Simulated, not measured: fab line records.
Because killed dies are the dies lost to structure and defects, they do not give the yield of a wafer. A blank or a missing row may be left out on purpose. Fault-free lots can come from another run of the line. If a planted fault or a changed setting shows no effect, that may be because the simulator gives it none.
fab line records ; flow sky130
[record] lots = 5; wafers = 15; last_day = 50
route steps=708 shown POLY_CUT@314 SD_P@320 PAD_OPEN@708
lots with no fault: from the same line, run without faults
start_h: the number of hours between the record's first day and the start of the first shown wafer of the lot ; wait_h: time in hours since the lot's previous step ; " identical to the entry in the row above ; L1.1+2: one row covering several wafers at once ; - no value, or no start given ; * or withheld: withheld ; < > ~ a bound
route shown NAME@n: names a module that has steps shown in the file, with the first one's number in the route ; usual: mean/standard deviation of fault-free wafers ; same: alike in all rows ; chamber/n: place in a boat ; sites: per-site readings ; _std_site: standard deviation of those values ; _edge_site: inner sites' mean taken away from outer sites' mean ; radius_mm: for every site, how far away it sits from the centre of the wafer ; mask NAME#n: copy n ; behind: the last tool/chamber to shape the wafer ; hold: what put the lot on hold/how long, in hours/how the hold closed ; device: whichever transistor did not switch (one of n, p or np) ; end of line: the same wafers' tests at the end of the route ; a step without rows: its recipe alone ; killed: dies that structure and defects cost at the first sort, which is not the same as the wafer's yield ; map: per-die view of a wafer (x killed, . not killed, _ where there is no die)
set.NAME: setting as actually run; set.NAME@STEP: the setting as run at that earlier step ; model.NAME: the simulator's own value behind a step, which no gauge read
certain route steps with their lots: each step a table, each wafer a row
services: from which hour (start_h, from the record's first day; less than 0 if before it) a tool's chamber was out of use, for how many hours, and why
[[steps]]
[step SKY_POLY_CUT_DEVELOP_07]
[recipe] develop_time_s = 60; resist = KrF-thick; dev_temp_c = 21
[step SKY_POLY_CUT_CD_MEAS_08]
[recipe] target_cd_nm = 270
[usual] cd_nm = 269.8/1.4
lot.wafer;tool;chamber;start_h;wait_h;cd_nm
L182.2;cd_sem-02;-;593.07;-;270.2
L182.5;cd_sem-02;-;593.07;-;269.8
L182.6;cd_sem-02;-;593.07;-;267.2
L190.1;cd_sem-02;-;676.75;-;269.1
L190.5;cd_sem-02;-;676.75;-;268.1
L190.6;cd_sem-02;-;676.75;-;269.2
L199.2;cd_sem-02;-;736.17;-;268.8
L199.3;cd_sem-02;-;736.17;-;271.6
L199.6;cd_sem-02;-;736.17;-;269.0
L200.1;cd_sem-02;-;742.75;-;269.2
L200.3;cd_sem-02;-;742.75;-;268.7
L200.6;cd_sem-02;-;742.75;-;267.6
L201.1;cd_sem-02;-;753.65;-;271.9
L201.2;cd_sem-02;-;753.65;-;272.6
L201.4;cd_sem-02;-;753.65;-;273.4
[step SKY_POLY_CUT_OVL_MEAS_09]
[usual] POLY_CUT_OVL = -5/6.8
lot.wafer;tool;chamber;start_h;wait_h;POLY_CUT_OVL[nm]
L182.2;overlay-01;-;593.18;0.1;-9
L182.5;overlay-01;-;593.18;0.1;-4
L182.6;overlay-01;-;593.18;0.1;-7
L190.1;overlay-01;-;676.87;0.1;-6
L190.5;overlay-01;-;676.87;0.1;-7
L190.6;overlay-01;-;676.87;0.1;-1
L199.2;overlay-02;-;736.28;0.1;4
L199.3;overlay-02;-;736.28;0.1;11
L199.6;overlay-02;-;736.28;0.1;4
L200.1;overlay-02;-;742.87;0.1;-14
L200.3;overlay-02;-;742.87;0.1;-13
L200.6;overlay-02;-;742.87;0.1;-17
L201.1;overlay-01;-;753.77;0.1;-13
L201.2;overlay-01;-;753.77;0.1;-10
L201.4;overlay-01;-;753.77;0.1;-15
[step SKY_POLY_CUT_ETCH_10]
[recipe] chemistry = N2/H2; target = BARC; ion_energy_ev = 200; source_w = 500; bias_w = 100; pressure_mtorr = 30; n2_flow_sccm = 100; h2_flow_sccm = 200; stop_on = SiO2; time_s = 45.9; target_depth_a = 600
[usual] drypump_motor_current_A = 5.6/0.46; oes_product_au = 0.855/0.0043; throttle_valve_pct = 13.224/0.0088
lot.wafer;tool;chamber;start_h;wait_h;drypump_motor_current_A;oes_product_au;rf_hours_counter_h;throttle_valve_pct
L182.2;rie_diel-03;1;593.21;0.0;5.4;0.860;1;13.232
L182.5;rie_diel-03;3;593.21;0.0;5.3;0.844;-;13.232
L182.6;rie_diel-03;2;593.21;0.0;5.2;0.858;-;13.207
L190.1;rie_diel-03;0;676.91;0.0;5.2;0.850;19;13.226
L190.5;rie_diel-03;2;676.91;0.0;5.2;0.861;-;13.232
L190.6;rie_diel-03;1;676.91;0.0;5.4;0.858;-;13.230
L199.2;rie_diel-02;1;736.31;0.0;6.0;0.852;12;13.228
L199.3;rie_diel-02;3;736.31;0.0;5.1;0.864;20;13.218
L199.6;rie_diel-02;3;736.31;0.0;5.1;0.847;-;13.221
L200.1;rie_diel-01;3;742.91;0.0;5.6;0.852;6;13.223
L200.3;rie_diel-01;2;742.91;0.0;6.6;0.858;8;13.216
L200.6;rie_diel-01;0;742.91;0.0;5.9;0.857;-;13.214
L201.1;rie_diel-02;2;753.81;0.0;5.9;0.851;20;13.225
L201.2;rie_diel-02;3;753.81;0.0;5.1;0.853;20;13.211
L201.4;rie_diel-02;1;753.81;0.0;6.0;0.853;12;13.219
[step SKY_POLY_CUT_ETCH_11]
[recipe] target = Si3N4; chemistry = CF4/CH2F2/Ar; stop_on = poly-Si; source_w = 600; bias_w = 150; pressure_mtorr = 40; cf4_flow_sccm = 40; ch2f2_flow_sccm = 20; Ar_flow_sccm = 150; time_s = 42.5; target_depth_a = 600
[usual] drypump_motor_current_A = 5.6/0.46; oes_product_au = 0.828/0.0062; throttle_valve_pct = 14.995/0.0084
lot.wafer;tool;chamber;start_h;wait_h;drypump_motor_current_A;oes_product_au;rf_hours_counter_h;throttle_valve_pct
L182.2;rie_diel-03;1;593.25;0.0;5.4;0.826;1;15.014
L182.5;rie_diel-03;3;593.25;0.0;5.3;0.840;-;14.993
L182.6;rie_diel-03;2;593.25;0.0;5.2;0.823;-;15.007
L190.1;rie_diel-03;0;676.95;0.0;5.2;0.827;19;14.993
L190.5;rie_diel-03;2;676.95;0.0;5.1;0.834;-;14.986
L190.6;rie_diel-03;1;676.95;0.0;5.3;0.837;-;15.009
L199.2;rie_diel-02;1;736.35;0.0;6.0;0.825;12;14.991
L199.3;rie_diel-02;3;736.35;0.0;5.1;0.832;20;14.990
L199.6;rie_diel-02;3;736.35;0.0;5.1;0.831;-;14.996
L200.1;rie_diel-01;3;742.95;0.0;5.6;0.832;6;14.992
L200.3;rie_diel-01;2;742.95;0.0;6.6;0.818;8;15.002
L200.6;rie_diel-01;0;742.95;0.0;5.9;0.819;-;15.002
L201.1;rie_diel-02;2;753.85;0.0;5.9;0.834;20;15.003
L201.2;rie_diel-02;3;753.85;0.0;5.1;0.833;20;15.003
L201.4;rie_diel-02;1;753.85;0.0;6.0;0.820;12;14.999
[step SKY_POLY_CUT_STRIP_12]
[recipe] chemistry = O2/N2; power_w = 1400; pressure_mtorr = 1500; platen_temp_c = withheld; o2_flow_sccm = 3000; n2_flow_sccm = 300; overash_fraction = 0.5
[usual] drypump_motor_current_A = 5.47/0.12; oes_product_au = 0.452/0.0041; strip_time_to_endpoint_s = 5.355/0.017
lot.wafer;tool;chamber;start_h;wait_h;drypump_motor_current_A;oes_product_au;rf_hours_counter_h;strip_time_to_endpoint_s
L182.2;plasma_asher-01;1;593.29;0.0;5.23;0.454;17;5.367
L182.5;plasma_asher-01;0;593.29;0.0;5.46;0.465;-;5.382
L182.6;plasma_asher-01;1;593.29;0.0;5.22;0.448;-;5.378
L190.1;plasma_asher-02;1;676.99;0.0;5.56;0.448;54;5.361
L190.5;plasma_asher-02;0;676.99;0.0;5.48;0.450;-;5.359
L190.6;plasma_asher-02;1;676.99;0.0;5.54;0.445;-;5.378
L199.2;plasma_asher-02;0;736.47;0.1;5.43;0.454;60;5.356
L199.3;plasma_asher-02;1;736.47;0.1;5.51;0.447;-;5.365
L199.6;plasma_asher-02;0;736.47;0.1;5.48;0.450;-;5.342
L200.1;plasma_asher-04;0;742.99;0.0;5.69;0.446;0;5.363
L200.3;plasma_asher-04;0;742.99;0.0;5.68;0.455;-;5.351
L200.6;plasma_asher-04;1;742.99;0.0;5.37;0.448;-;5.346
L201.1;plasma_asher-01;0;753.89;0.0;5.47;0.451;33;5.337
L201.2;plasma_asher-01;1;753.89;0.0;5.19;0.450;33;5.297
L201.4;plasma_asher-01;1;753.89;0.0;5.22;0.453;-;5.324
[step SKY_SD_P_DEHYDRATE_00]
[recipe] temp_c = 200; time_s = 60
[step SKY_SD_P_HMDS_01]
[recipe] prime_time_s = 60; prime_temp_c = 120
[step SKY_SD_P_COAT_02]
[recipe] resist = NOVOLAK; spin_rpm = 3000; resist_thk_nm = 1140
[step SKY_SD_P_SOFTBAKE_03]
[recipe] temp_c = 90; time_s = 60; resist = NOVOLAK
[step SKY_SD_P_EXPOSE_04]
[recipe] mask_id = PSDM; na = 0.6; source_shape = conventional; sigma_outer = 0.6; polarization = unpolarized; target_cd_nm = 380; dose_mj = 138
[step SKY_SD_P_PEB_05]
[recipe] temp_c = withheld; time_s = *; resist = NOVOLAK
[step SKY_SD_P_DEVELOP_06]
[recipe] resist = NOVOLAK; developer = TMAH; develop_time_s = 60; dev_temp_c = 23
lot.wafer;tool;chamber;start_h;wait_h
L182.2+5+6;litho_track-01;0;622.67;0.1
L190.1+5+6;litho_track-04;0;704.33;0.1
L199.2+3+6;litho_track-01;0;762.97;0.1
L200.1+3+6;litho_track-03;0;769.55;0.1
L201.1+2+4;litho_track-04;0;779.93;0.1
[step SKY_SD_P_CD_MEAS_07]
[recipe] target_cd_nm = 380
[usual] cd_nm = 380.0/2.4
lot.wafer;tool;chamber;start_h;wait_h;cd_nm
L182.2;cd_sem-02;-;622.81;0.1;379.8
L182.5;cd_sem-02;-;622.81;0.1;382.3
L182.6;cd_sem-02;-;622.81;0.1;383.8
L190.1;cd_sem-02;-;704.48;0.1;379.4
L190.5;cd_sem-02;-;704.48;0.1;370.8
L190.6;cd_sem-02;-;704.48;0.1;373.4
L199.2;cd_sem-02;-;763.11;0.1;377.7
L199.3;cd_sem-02;-;763.11;0.1;378.2
L199.6;cd_sem-02;-;763.11;0.1;379.6
L200.1;cd_sem-02;-;769.74;0.2;378.5
L200.3;cd_sem-02;-;769.74;0.2;381.3
L200.6;cd_sem-02;-;769.74;0.2;377.7
L201.1;cd_sem-02;-;780.12;0.2;377.0
L201.2;cd_sem-02;-;780.12;0.2;375.8
L201.4;cd_sem-02;-;780.12;0.2;374.8
[step SKY_SD_P_OVL_MEAS_08]
[usual] SD_P_OVL = 1.6/1.4
lot.wafer;tool;chamber;start_h;wait_h;SD_P_OVL[nm]
L182.2;overlay-02;-;622.92;0.1;1.3
L182.5;overlay-02;-;622.92;0.1;1.2
L182.6;overlay-02;-;622.92;0.1;0.4
L190.1;overlay-01;-;704.60;0.1;-0.6
L190.5;overlay-01;-;704.60;0.1;0.6
L190.6;overlay-01;-;704.60;0.1;-0.9
L199.2;overlay-02;-;763.22;0.1;2.0
L199.3;overlay-02;-;763.22;0.1;2.3
L199.6;overlay-02;-;763.22;0.1;2.9
L200.1;overlay-02;-;769.86;0.1;0.9
L200.3;overlay-02;-;769.86;0.1;0.2
L200.6;overlay-02;-;769.86;0.1;0.4
L201.1;overlay-01;-;780.24;0.1;1.2
L201.2;overlay-01;-;780.24;0.1;1.8
L201.4;overlay-01;-;780.24;0.1;3.5
[step SKY_PAD_OPEN_PROBE_99]
[usual] killed_at_M0_to_M3 = 44/6.9; killed_at_M4_up = 3.2/1.8; killed_at_contacts = 23/5.2; killed_at_front_end = 15/4.5; killed_at_other = 0.3/0.56; killed_dies = 85/8.8; killed_open = 47/6.7; killed_short = 39/6.4
[same] gross_dies = 492; killed_at_back_side = 0
lot.wafer;tool;chamber;start_h;wait_h;killed_at_M0_to_M3;killed_at_M4_up;killed_at_contacts;killed_at_front_end;killed_at_other;killed_dies;killed_open;killed_short
L182.2;prober-02;-;1102.88;0.1;49;5;18;14;0;86;47;39
L182.5;prober-02;-;1103.03;0.2;45;1;12;18;0;76;49;27
L182.6;prober-02;-;1103.08;0.2;41;2;31;16;0;90;48;42
L190.1;prober-01;-;1154.57;0.1;42;4;29;17;0;92;51;41
L190.5;prober-01;-;1154.77;0.2;61;1;23;15;3;103;58;45
L190.6;prober-01;-;1154.82;0.2;33;4;23;19;0;79;47;32
L199.2;prober-01;-;1189.56;0.1;48;7;23;21;0;99;66;33
L199.3;prober-01;-;1189.61;0.2;50;3;14;18;0;85;39;46
L199.6;prober-01;-;1189.76;0.2;24;1;21;25;1;72;36;36
L200.1;prober-02;-;1197.41;0.1;42;3;21;15;0;81;35;46
L200.3;prober-02;-;1197.51;0.2;41;3;20;23;0;87;51;36
L200.6;prober-02;-;1197.66;0.2;47;5;20;10;0;82;42;40
L201.1;prober-02;-;1200.88;0.4;47;5;17;13;0;82;39;43
L201.2;prober-02;-;1200.93;0.4;60;0;26;15;0;101;54;47
L201.4;prober-02;-;1201.03;0.5;56;5;20;16;0;97;52;45
// killed by level:class
L182.2 VIA2:geometric_particle:open=10 CONTACT:geometric_particle:open=8 VIA3:geometric_particle:open=8 METAL1:geometric_particle:short=6 VIA1:geometric_particle:open=6 VIA3:geometric_particle:short=5 FIELD_ISO:geometric_particle:open=4 POLY_GATE:geometric_particle:open=4
L182.5 VIA2:geometric_particle:open=9 VIA1:geometric_particle:open=9 VIA3:geometric_particle:open=9 FIELD_ISO:geometric_particle:open=5 CONTACT:geometric_particle:open=5 VIA3:geometric_particle:short=4 VIA1:geometric_particle:short=4 METAL2:geometric_particle:short=4
L182.6 CONTACT:geometric_particle:open=10 CONTACT:geometric_particle:short=9 VIA1:geometric_particle:open=7 LI_CONTACT:geometric_particle:open=6 VIA3:geometric_particle:open=6 POLY_GATE:geometric_particle:short=5 VIA2:geometric_particle:open=5 FIELD_ISO:geometric_particle:open=4
L190.1 CONTACT:geometric_particle:open=14 VIA1:geometric_particle:open=9 VIA1:geometric_particle:short=6 METAL2:geometric_particle:short=6 VIA2:geometric_particle:open=6 FIELD_ISO:geometric_particle:short=5 VIA3:geometric_particle:open=5 LI_CONTACT:geometric_particle:short=4
L190.5 VIA1:geometric_particle:open=15 CONTACT:geometric_particle:open=11 VIA2:geometric_particle:open=10 VIA3:geometric_particle:open=9 VIA1:geometric_particle:short=6 CONTACT:geometric_particle:short=6 POLY_GATE:geometric_particle:open=5 VIA3:geometric_particle:short=5
L190.6 CONTACT:geometric_particle:open=11 VIA1:geometric_particle:open=9 LI_CONTACT:geometric_particle:open=7 VIA1:geometric_particle:short=7 VIA3:geometric_particle:open=7 METAL1:geometric_particle:short=6 FIELD_ISO:geometric_particle:open=4 POLY_GATE:geometric_particle:open=4
L199.2 VIA1:geometric_particle:open=20 CONTACT:geometric_particle:open=10 VIA3:geometric_particle:open=7 LOCAL_INTERCONNECT:geometric_particle:short=7 POLY_GATE:geometric_particle:open=6 VIA2:geometric_particle:open=6 POLY_GATE:geometric_particle:short=5 FIELD_ISO:geometric_particle:open=4
L199.3 VIA1:geometric_particle:open=14 VIA1:geometric_particle:short=9 POLY_GATE:geometric_particle:open=8 CONTACT:geometric_particle:open=6 FIELD_ISO:geometric_particle:short=5 METAL2:geometric_particle:short=5 METAL1:geometric_particle:short=5 CONTACT:geometric_particle:short=4
L199.6 POLY_GATE:geometric_particle:short=8 CONTACT:geometric_particle:open=7 LOCAL_INTERCONNECT:geometric_particle:short=6 VIA3:geometric_particle:open=6 FIELD_ISO:geometric_particle:short=5 FIELD_ISO:geometric_particle:open=4 METAL1:geometric_particle:short=4 VIA1:geometric_particle:open=4
L200.1 VIA1:geometric_particle:open=14 LOCAL_INTERCONNECT:geometric_particle:short=6 CONTACT:geometric_particle:short=6 VIA2:geometric_particle:open=6 FIELD_ISO:geometric_particle:short=5 POLY_GATE:geometric_particle:short=5 METAL2:geometric_particle:short=5 LI_CONTACT:geometric_particle:open=4
L200.3 VIA1:geometric_particle:open=10 CONTACT:geometric_particle:short=7 VIA3:geometric_particle:open=7 CONTACT:geometric_particle:open=6 LI_CONTACT:geometric_particle:open=5 METAL1:geometric_particle:short=5 METAL2:geometric_particle:short=5 FIELD_ISO:geometric_particle:open=4
L200.6 VIA3:geometric_particle:open=10 VIA1:geometric_particle:open=9 CONTACT:geometric_particle:short=8 VIA2:geometric_particle:open=6 LI_CONTACT:geometric_particle:open=5 METAL1:geometric_particle:short=5 POLY_GATE:geometric_particle:short=4 METAL2:geometric_particle:short=4
L201.1 METAL2:geometric_particle:short=8 VIA3:geometric_particle:open=8 VIA2:geometric_particle:open=7 CONTACT:geometric_particle:open=6 VIA1:geometric_particle:short=6 VIA1:geometric_particle:open=6 METAL1:geometric_particle:short=5 FIELD_ISO:geometric_particle:open=4
L201.2 VIA1:geometric_particle:open=17 VIA2:geometric_particle:open=10 LI_CONTACT:geometric_particle:open=9 METAL1:geometric_particle:short=7 POLY_GATE:geometric_particle:short=6 CONTACT:geometric_particle:open=6 VIA1:geometric_particle:short=5 VIA3:geometric_particle:short=5
L201.4 VIA1:geometric_particle:open=12 VIA3:geometric_particle:open=10 METAL2:geometric_particle:short=8 METAL1:geometric_particle:short=8 LI_CONTACT:geometric_particle:open=7 CONTACT:geometric_particle:open=6 CONTACT:geometric_particle:short=5 POLY_GATE:geometric_particle:short=5
[[services]]
tool;chamber;start_h;hours;kind
plasma_asher-02;-;580.76;0.4;repair
rie_diel-03;3;597.84;7.2;repair
rie_diel-01;3;599.54;1.9;repair
rie_diel-02;1;613.84;1.4;repair
rie_diel-02;-;620.62;0.6;repair
rie_diel-03;2;625.29;-;clean
rie_diel-03;2;625.29;23.5;scheduled_down
rie_diel-03;1;636.96;4.5;repair
plasma_asher-01;-;640.96;1.7;repair
plasma_asher-01;-;664.20;0.3;repair
rie_diel-02;-;674.55;2.8;pm
plasma_asher-01;-;676.96;2.5;repair
rie_diel-01;2;695.48;3.9;repair
rie_diel-03;-;703.14;2.8;pm
rie_diel-03;-;713.08;2.2;repair
rie_diel-03;-;716.20;1.1;repair
rie_diel-01;-;718.52;15.6;pm
plasma_asher-04;-;733.75;9.0;pm
rie_diel-01;-;739.92;0.7;repair
rie_diel-01;3;744.99;7.1;repair
rie_diel-01;2;747.37;3.7;repair
rie_diel-01;1;748.04;7.8;repair
plasma_asher-04;-;755.20;0.5;repair
rie_diel-02;-;774.47;4.3;pm
[[key]]
[first_sign] step = SKY_SD_P_CD_MEAS_07; reading = cd_nm; direction = down; sigmas = 3.2; usual = 380.0; struck = 372.1
effect none on later readings
met_at SKY_SD_P_DEVELOP_06
struck_wafers L190.5,L190.6
tester_left_out L190
[fault] kind = process_parameter_drift; tool = litho_track-04; chamber = -; onset_h = 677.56; steps = SKY_SD_P_DEVELOP_06; channel = develop_time_s; offset = *; shape = step; end_h = 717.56; scope = struck_wafers_only; acts_in = *; stated = *
// tester_left_out: of these lots the tester's yield and bins aren't shown, on N5 and GAA mostly nor the transistor test; their killed dies are dies lost to structure and defects alone, not to doping, threshold or leakage, so they don't give the yield
